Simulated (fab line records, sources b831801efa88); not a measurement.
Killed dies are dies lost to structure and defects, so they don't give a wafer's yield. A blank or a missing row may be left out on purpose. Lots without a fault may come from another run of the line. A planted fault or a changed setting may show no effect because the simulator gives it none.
fab line records | flow sky130
record lots=6 wafers=18 last_day=49
route steps=708 shown VIA2@523 METAL3@532 PAD_OPEN@708
lots that met no fault: from a run of the same line without faults
start_h: hours from the record's first day to the start of the lot's first wafer shown | wait_h: hours since the lot's step before | " the same as in the row above | L1.1+2: a row that stands for several wafers | - no value, or no start given | * or withheld: withheld | < > ~ a bound
route shown NAME@n: a module of which the file shows steps, and the number in the route of the first | usual: mean/standard deviation of fault-free wafers | same: alike in all rows | chamber/n: place in a boat | sites: the reading at each site | _std_site: their standard deviation | _edge_site: outer sites' mean less inner sites' | radius_mm: how far each site lies from the wafer's centre | mask NAME#n: copy n | behind: the tool/chamber that last shaped the wafer | hold: why the lot was held/for how many hours/how that ended | device: the transistor (n, p or np) that didn't switch | end of line: the same wafers' tests at the end of the route | a step without rows: its recipe alone | killed: dies lost to structure and defects at the first sort, not the wafer's yield | map: a wafer's dies, x killed, . not, _ none there
set.NAME: the setting as run; set.NAME@STEP: as run at that earlier step | model.NAME: the simulator's own value behind a step, which no gauge read
lots at some steps of the route; a table a step, a row a wafer
services: from which hour (start_h, from the record's first day; less than 0 if before it) a tool's chamber was out of use, for how many hours, and why
## steps
# step SKY_VIA2_STRIP_16
# recipe chemistry=O2/N2 power_w=1400 pressure_mtorr=1500 platen_temp_c=withheld o2_flow_sccm=3000 n2_flow_sccm=300 overash_fraction=0.5
# usual chamber_pressure_mTorr=1500.1/1.4 drypump_motor_current_A=5.5/0.5 n2_flow_sccm=299.9/0.88 oes_product_au=0.399/0.0049 strip_time_to_endpoint_s=4.048/0.024
# columns lot.wafer tool chamber start_h wait_h chamber_pressure_mTorr drypump_motor_current_A n2_flow_sccm oes_product_au rf_hours_counter_h strip_time_to_endpoint_s
L975.1 plasma_asher-02 0 877.72 0.0 1498.0 6.0 299.9 0.389 108 4.052
L975.5 " 0 " " 1499.2 6.0 299.8 0.399 - 4.024
L975.6 " 1 " " 1500.6 4.8 298.1 0.401 - 4.063
L979.2 plasma_asher-03 0 911.52 0.0 1500.8 6.1 301.7 0.397 76 4.035
L979.4 " 0 " " 1499.0 6.1 299.5 0.392 - 4.028
L979.5 " 1 " " 1500.9 5.4 301.7 0.394 - 4.037
L981.3 plasma_asher-02 1 926.30 0.1 1497.9 4.8 299.3 0.406 - 4.033
L981.4 " 0 " " 1500.0 6.0 299.7 0.397 - 4.051
L981.5 " 0 " " 1501.4 6.0 299.3 0.400 - 4.026
L985.2 plasma_asher-04 1 954.75 0.0 1499.9 5.0 300.3 0.402 23 4.061
L985.3 " 1 " " 1500.7 4.9 300.8 0.400 - 4.053
L985.6 " 1 " " 1499.2 4.9 300.2 0.398 - 4.051
L986.2 plasma_asher-04 0 958.07 0.0 1500.0 5.6 300.0 0.395 24 4.046
L986.3 " 1 " " 1501.3 5.0 300.1 0.400 - 4.043
L986.4 " 0 " " 1500.7 5.6 299.2 0.404 - 4.080
L988.2 plasma_asher-03 0 973.70 0.0 1499.9 6.1 300.3 0.399 80 4.027
L988.3 " 1 " " 1500.2 5.4 298.2 0.395 - 3.993
L988.4 " 0 " " 1500.0 6.1 300.5 0.398 - 4.027
# step SKY_VIA2_STRIP_17
# recipe chemistry=post_etch_residue_remover time_s=1200 temp_c=72.5
# step SKY_VIA2_CLEAN_18
# recipe chemistry=IPA time_s=180 temp_c=25
# step SKY_VIA2_CLEAN_19
# recipe chemistry=O3/DIW dry=n2_spin
# step SKY_VIA2_SPUTTER_20
# recipe material=TiN target_thk_nm=20 chamber_pressure_pa=5 power_w=4000 time_s=80
# step SKY_VIA2_CVD_21
# recipe material=W target_thk_nm=420 time_s=126.4 temp_c=400 pressure_torr=40
# usual heater_power_w=825/40
# columns lot.wafer tool chamber start_h wait_h heater_power_w
L975.1 cvd_w-02 0 878.89 0.0 857
L975.5 " 1 " " 875
L975.6 " 0 " " 839
L979.2 cvd_w-01 0 912.30 0.0 851
L979.4 " 1 " " 760
L979.5 " 0 " " 837
L981.3 cvd_w-02 1 926.98 0.1 792
L981.4 " 0 " " 877
L981.5 " 1 " " 796
L985.2 cvd_w-01 1 955.43 0.0 763
L985.3 " 0 " " 842
L985.6 " 0 " " 850
L986.2 cvd_w-02 0 958.76 0.0 842
L986.3 " 0 " " 828
L986.4 " 1 " " 783
L988.2 cvd_w-02 1 974.36 0.0 788
L988.3 " 1 " " 792
L988.4 " 0 " " 831
# step SKY_VIA2_RS_MEAS_22
# recipe thk_meas_gauge=four-point-probe reads=W_of_VIA2_CVD_21+TiN_of_VIA2_SPUTTER_20
# usual VIA2_W_RS=0.2728/0.0026
# columns lot.wafer tool chamber start_h wait_h VIA2_W_RS[ohm/sq]
L975.1 film_metro-01 - 879.02 0.1 0.2686
L975.5 " - " " 0.2672
L975.6 " - " " 0.2692
L979.2 film_metro-01 - 912.45 0.1 0.2722
L979.4 " - " " 0.2719
L979.5 " - " " 0.2692
L981.3 film_metro-01 - 927.10 0.1 0.2704
L981.4 " - " " 0.2714
L981.5 " - " " 0.2728
L985.2 film_metro-01 - 955.58 0.1 0.2763
L985.3 " - " " 0.2736
L985.6 " - " " 0.2720
L986.2 film_metro-01 - 958.91 0.1 0.2741
L986.3 " - " " 0.2705
L986.4 " - " " 0.2751
L988.2 film_metro-02 - 974.51 0.1 0.2774
L988.3 " - " " 0.2767
L988.4 " - " " 0.2722
# step SKY_VIA2_THK_MEAS_23
# recipe thk_meas_gauge=xrf reads=W_of_VIA2_CVD_21
# usual VIA2_W_THK=425/7.6
# columns lot.wafer tool chamber start_h wait_h VIA2_W_THK[nm]
L975.1 film_metro-01 - 879.14 0.1 432
L975.5 " - " " 429
L975.6 " - " " 428
L979.2 film_metro-01 - 912.56 0.1 418
L979.4 " - " " 421
L979.5 " - " " 428
L981.3 film_metro-01 - 927.20 0.1 423
L981.4 " - " " 423
L981.5 " - " " 421
L985.2 film_metro-01 - 955.69 0.1 417
L985.3 " - " " 421
L985.6 " - " " 425
L986.2 film_metro-01 - 959.02 0.1 417
L986.3 " - " " 422
L986.4 " - " " 418
L988.2 film_metro-02 - 974.62 0.1 422
L988.3 " - " " 420
L988.4 " - " " 430
# step SKY_VIA2_CMP_24
# recipe stop_on=SiO2 t_overpolish_s=20 down_force_psi=3.5 platen_rpm=60 target_thk_nm=0 pad_velocity_m_s=0.94248
# step SKY_METAL3_SPUTTER_00
# recipe material=Ti target_thk_nm=15 power_w=3000 time_s=10 chamber_pressure_pa=0.4
# step SKY_METAL3_SPUTTER_01
# recipe material=TiN target_thk_nm=20 power_w=6500 time_s=16.7 chamber_pressure_pa=0.4
# usual throttle_valve_pct=29.8/0.79
# columns lot.wafer tool chamber start_h wait_h throttle_valve_pct
L975.1 pvd_sputter-03 - 879.52 0.0 30.1
L975.5 " - " " 30.1
L975.6 " - " " 29.1
L979.2 pvd_sputter-03 - 913.10 0.0 30.5
L979.4 " - " " 28.0
L979.5 " - " " 28.2
L981.3 pvd_sputter-02 - 927.57 0.0 29.2
L981.4 " - " " 30.8
L981.5 " - " " 30.7
L985.2 pvd_sputter-02 - 956.06 0.0 29.8
L985.3 " - " " 30.9
L985.6 " - " " 30.6
L986.2 pvd_sputter-02 - 959.39 0.0 30.9
L986.3 " - " " 30.7
L986.4 " - " " 29.8
L988.2 pvd_sputter-04 - 974.99 0.0 28.6
L988.3 " - " " 29.5
L988.4 " - " " 30.5
# step SKY_METAL3_SPUTTER_02
# recipe material=AlCu target_thk_nm=735 power_w=10600 time_s=39.1 chamber_pressure_pa=0.4
# usual throttle_valve_pct=29.8/0.78
# columns lot.wafer tool chamber start_h wait_h throttle_valve_pct
L975.1 pvd_sputter-03 - 879.55 0.0 30.1
L975.5 " - " " 30.3
L975.6 " - " " 29.3
L979.2 pvd_sputter-03 - 913.13 0.0 30.2
L979.4 " - " " 28.4
L979.5 " - " " 28.2
L981.3 pvd_sputter-02 - 927.59 0.0 29.0
L981.4 " - " " 30.4
L981.5 " - " " 30.8
L985.2 pvd_sputter-02 - 956.09 0.0 29.6
L985.3 " - " " 30.9
L985.6 " - " " 30.8
L986.2 pvd_sputter-02 - 959.42 0.0 30.8
L986.3 " - " " 30.6
L986.4 " - " " 29.5
L988.2 pvd_sputter-04 - 975.01 0.0 28.7
L988.3 " - " " 29.6
L988.4 " - " " 30.6
# step SKY_METAL3_SPUTTER_03
# recipe material=Ti target_thk_nm=5 power_w=3000 time_s=3.3 chamber_pressure_pa=0.4
# usual throttle_valve_pct=29.8/0.79
# columns lot.wafer tool chamber start_h wait_h throttle_valve_pct model.Ti_of_METAL3_SPUTTER_03.thk_nm
L975.1 pvd_sputter-03 - 879.59 0.0 30.0 5.225
L975.5 " - " " 30.3 5.189
L975.6 " - " " 29.4 5.19
L979.2 pvd_sputter-03 - 913.17 0.0 30.0 5.171
L979.4 " - " " 28.2 5.148
L979.5 " - " " 28.5 5.221
L981.3 pvd_sputter-02 - 927.63 0.0 29.1 5.088
L981.4 " - " " 30.7 4.994
L981.5 " - " " 30.6 5.01
L985.2 pvd_sputter-02 - 956.13 0.0 29.8 5.17
L985.3 " - " " 31.0 6.725
L985.6 " - " " 30.7 6.785
L986.2 pvd_sputter-02 - 959.46 0.0 31.0 4.882
L986.3 " - " " 30.7 6.54
L986.4 " - " " 29.7 4.897
L988.2 pvd_sputter-04 - 975.05 0.0 28.5 5.055
L988.3 " - " " 29.5 5.181
L988.4 " - " " 30.6 5.151
# step SKY_METAL3_SPUTTER_04
# recipe material=TiN target_thk_nm=70 power_w=6500 time_s=58.3 chamber_pressure_pa=0.4
# usual throttle_valve_pct=29.8/0.79
# columns lot.wafer tool chamber start_h wait_h throttle_valve_pct
L975.1 pvd_sputter-03 - 879.61 0.0 30.1
L975.5 " - " " 29.9
L975.6 " - " " 29.3
L979.2 pvd_sputter-03 - 913.19 0.0 30.2
L979.4 " - " " 28.4
L979.5 " - " " 28.3
L981.3 pvd_sputter-02 - 927.65 0.0 28.9
L981.4 " - " " 30.7
L981.5 " - " " 30.6
L985.2 pvd_sputter-02 - 956.15 0.0 29.8
L985.3 " - " " 31.3
L985.6 " - " " 30.8
L986.2 pvd_sputter-02 - 959.47 0.0 31.1
L986.3 " - " " 30.9
L986.4 " - " " 29.6
L988.2 pvd_sputter-04 - 975.07 0.0 28.9
L988.3 " - " " 29.4
L988.4 " - " " 30.6
# step SKY_PAD_OPEN_PROBE_99
# usual defect_limited_yield=82.7/2 killed_at_M0_to_M3=42/7.7 killed_at_M4_up=3.1/1.9 killed_at_contacts=24/4.9 killed_at_front_end=15/4.6 killed_at_other=0.3/0.51 killed_dies=85/9.9 killed_open=47/7.1 killed_short=38/6.7 sort_bin_3_pad_short=0.9/0.46 sort_bin_5_function=10.1/1.5 sort_bin_6_memory=6.3/1.1 sort_n_pass=407/9.9 sort_yield_pct=82.7/2
# same gross_dies=492 killed_at_back_side=0 sort_bin_4_leakage[%]=0 sort_bin_8_speed[%]=0
# columns lot.wafer tool chamber start_h wait_h defect_limited_yield[%] killed_at_M0_to_M3 killed_at_M4_up killed_at_contacts killed_at_front_end killed_at_other killed_dies killed_open killed_short sort_bin_3_pad_short[%] sort_bin_5_function[%] sort_bin_6_memory[%] sort_n_pass sort_yield_pct[%]
L975.1 prober-01 - 1098.42 0.1 83.3 44 3 23 12 0 82 42 39 0.2 9.6 6.9 410 83.3
L975.5 prober-01 - 1098.62 0.2 85.8 32 1 24 13 0 70 38 31 0.6 8.3 5.3 422 85.8
L975.6 prober-01 - 1098.67 0.2 80.9 50 2 26 16 0 94 48 45 1.2 10.0 7.9 398 80.9
L979.2 prober-01 - 1126.43 0.1 83.5 45 2 17 17 0 81 42 39 0.6 11.0 4.9 411 83.5
L979.4 prober-01 - 1126.53 0.2 83.7 44 2 16 17 1 80 40 40 0.4 10.2 5.7 412 83.7
L979.5 prober-01 - 1126.58 0.2 83.7 42 2 27 8 1 80 45 35 0.6 8.3 7.3 412 83.7
L981.3 prober-01 - 1137.03 0.2 86.2 34 1 23 10 0 68 39 29 1.4 8.5 3.9 424 86.2
L981.4 prober-01 - 1137.08 0.2 82.1 46 1 26 15 0 88 47 41 0.8 12.4 4.7 404 82.1
L981.5 prober-01 - 1137.13 0.2 83.3 45 2 27 8 0 82 43 39 1.0 8.5 7.1 410 83.3
L985.2 prober-01 - 1159.50 0.1 83.7 36 6 23 15 0 80 37 43 1.0 8.9 6.3 412 83.7
L985.3 prober-01 - 1159.55 0.2 83.7 31 1 23 23 2 80 40 40 1.8 9.8 4.7 412 83.7
L985.6 prober-01 - 1159.70 0.2 78.0 42 2 37 27 0 108 60 48 1.6 11.4 8.9 384 78.0
L988.2 prober-02 - 1173.58 0.1 78.9 49 4 30 21 0 104 69 34 0.6 14.0 6.5 388 78.9
L988.3 prober-02 - 1173.63 0.2 83.9 31 2 29 16 1 79 49 28 0 9.6 6.5 413 83.9
L988.4 prober-02 - 1173.68 0.2 78.9 49 5 29 21 0 104 51 53 2.4 11.4 7.3 388 78.9
# killed by level:class
L975.1 VIA1:geometric_particle:open=11 VIA3:geometric_particle:open=11 CONTACT:geometric_particle:open=7 FIELD_ISO:geometric_particle:short=5 CONTACT:geometric_particle:short=5 METAL1:geometric_particle:short=5 LI_CONTACT:geometric_particle:short=4 LI_CONTACT:geometric_particle:open=4
L975.5 LI_CONTACT:geometric_particle:open=11 CONTACT:geometric_particle:open=7 VIA1:geometric_particle:short=6 METAL3:geometric_particle:short=5 VIA3:geometric_particle:open=5 METAL1:geometric_particle:short=4 FIELD_ISO:geometric_particle:open=3 POLY_GATE:geometric_particle:short=3
L975.6 VIA1:geometric_particle:open=13 LOCAL_INTERCONNECT:geometric_particle:short=7 VIA2:geometric_particle:open=6 CONTACT:geometric_particle:short=6 CONTACT:geometric_particle:open=6 VIA3:geometric_particle:open=6 VIA2:geometric_particle:short=6 FIELD_ISO:geometric_particle:open=5
L979.2 VIA1:geometric_particle:open=11 VIA2:geometric_particle:open=9 SPACER:geometric_particle:open=5 CONTACT:geometric_particle:open=5 METAL1:geometric_particle:short=5 VIA3:geometric_particle:short=5 VIA3:geometric_particle:open=5 LI_CONTACT:geometric_particle:short=4
L979.4 LI_CONTACT:geometric_particle:open=8 VIA1:geometric_particle:open=7 METAL2:geometric_particle:short=7 VIA2:geometric_particle:open=6 VIA3:geometric_particle:open=6 FIELD_ISO:geometric_particle:short=4 VIA1:geometric_particle:short=4 METAL1:geometric_particle:short=4
L979.5 VIA1:geometric_particle:open=13 LI_CONTACT:geometric_particle:open=10 CONTACT:geometric_particle:open=7 VIA3:geometric_particle:open=7 LI_CONTACT:geometric_particle:short=6 METAL1:geometric_particle:short=5 VIA2:geometric_particle:open=4 FIELD_ISO:geometric_particle:short=3
L981.3 CONTACT:geometric_particle:open=8 VIA2:geometric_particle:open=8 CONTACT:geometric_particle:short=6 VIA3:geometric_particle:short=6 VIA3:geometric_particle:open=5 LI_CONTACT:geometric_particle:open=4 FIELD_ISO:geometric_particle:open=3 LOCAL_INTERCONNECT:geometric_particle:short=3
L981.4 VIA1:geometric_particle:open=9 VIA2:geometric_particle:open=9 CONTACT:geometric_particle:short=7 CONTACT:geometric_particle:open=7 POLY_GATE:geometric_particle:open=5 METAL1:geometric_particle:short=5 VIA2:geometric_particle:short=5 VIA3:geometric_particle:open=5
L981.5 VIA1:geometric_particle:open=13 LI_CONTACT:geometric_particle:open=8 CONTACT:geometric_particle:open=8 METAL2:geometric_particle:short=6 LI_CONTACT:geometric_particle:short=5 CONTACT:geometric_particle:short=5 METAL1:geometric_particle:short=5 VIA2:geometric_particle:open=5
L985.2 LI_CONTACT:geometric_particle:open=8 METAL1:geometric_particle:short=8 VIA1:geometric_particle:open=5 FIELD_ISO:geometric_particle:short=5 LOCAL_INTERCONNECT:geometric_particle:short=5 CONTACT:geometric_particle:open=5 VIA2:geometric_particle:open=4 VIA3:geometric_particle:open=4
L985.3 LI_CONTACT:geometric_particle:open=10 VIA1:geometric_particle:open=7 METAL1:geometric_particle:short=6 FIELD_ISO:geometric_particle:short=5 POLY_GATE:geometric_particle:short=5 LI_CONTACT:geometric_particle:short=5 CONTACT:geometric_particle:open=5 FIELD_ISO:geometric_particle:open=4
L985.6 CONTACT:geometric_particle:open=12 VIA1:geometric_particle:open=12 LI_CONTACT:geometric_particle:open=9 FIELD_ISO:geometric_particle:open=7 VIA2:geometric_particle:open=7 FIELD_ISO:geometric_particle:short=6 CONTACT:geometric_particle:short=6 METAL1:geometric_particle:short=6
L988.2 VIA1:geometric_particle:open=15 CONTACT:geometric_particle:open=15 VIA3:geometric_particle:open=8 LI_CONTACT:geometric_particle:open=7 FIELD_ISO:geometric_particle:open=6 VIA1:geometric_particle:short=6 VIA2:geometric_particle:open=6 POLY_GATE:geometric_particle:short=5
L988.3 CONTACT:geometric_particle:open=10 VIA3:geometric_particle:open=9 VIA1:geometric_particle:open=8 VIA2:geometric_particle:open=6 LOCAL_INTERCONNECT:geometric_particle:short=5 CONTACT:geometric_particle:short=5 FIELD_ISO:geometric_particle:short=4 LI_CONTACT:geometric_particle:open=4
L988.4 CONTACT:geometric_particle:open=10 LI_CONTACT:geometric_particle:open=9 VIA1:geometric_particle:open=9 VIA3:geometric_particle:open=7 VIA3:geometric_particle:short=7 VIA1:geometric_particle:short=6 METAL2:geometric_particle:short=6 METAL4:geometric_particle:short=5
## services
# columns tool chamber start_h hours kind
pvd_sputter-03 - 858.67 1.6 repair
cvd_w-02 - 904.00 14.0 pm
cvd_w-02 0 904.00 14.0 vent_cycle
cvd_w-02 1 904.00 14.0 vent_cycle
pvd_sputter-03 - 906.77 1.2 repair
cvd_w-02 0 918.00 - clean
cvd_w-02 1 918.00 - clean
plasma_asher-03 - 942.04 24.1 repair
cvd_w-01 1 949.46 4.0 repair
plasma_asher-04 - 950.83 1.7 repair
pvd_sputter-02 - 972.71 4.3 repair
## key
first_sign none at tools or gauges
model_effect step=SKY_METAL3_SPUTTER_03 value=Ti_of_METAL3_SPUTTER_03.thk_nm without=5.066 struck=6.683
met_at SKY_METAL3_SPUTTER_03
struck_wafers L985.3,L985.6,L986.3
onset_between 927.63 956.13
fault kind=process_parameter_drift tool=pvd_sputter-02 chamber=- onset_h=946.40 steps=SKY_METAL3_SPUTTER_03 channel=target_thk_nm offset=1.6177 shape=step end_h=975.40 scope=struck_wafers_only acts_in=these_recipes_only stated=5
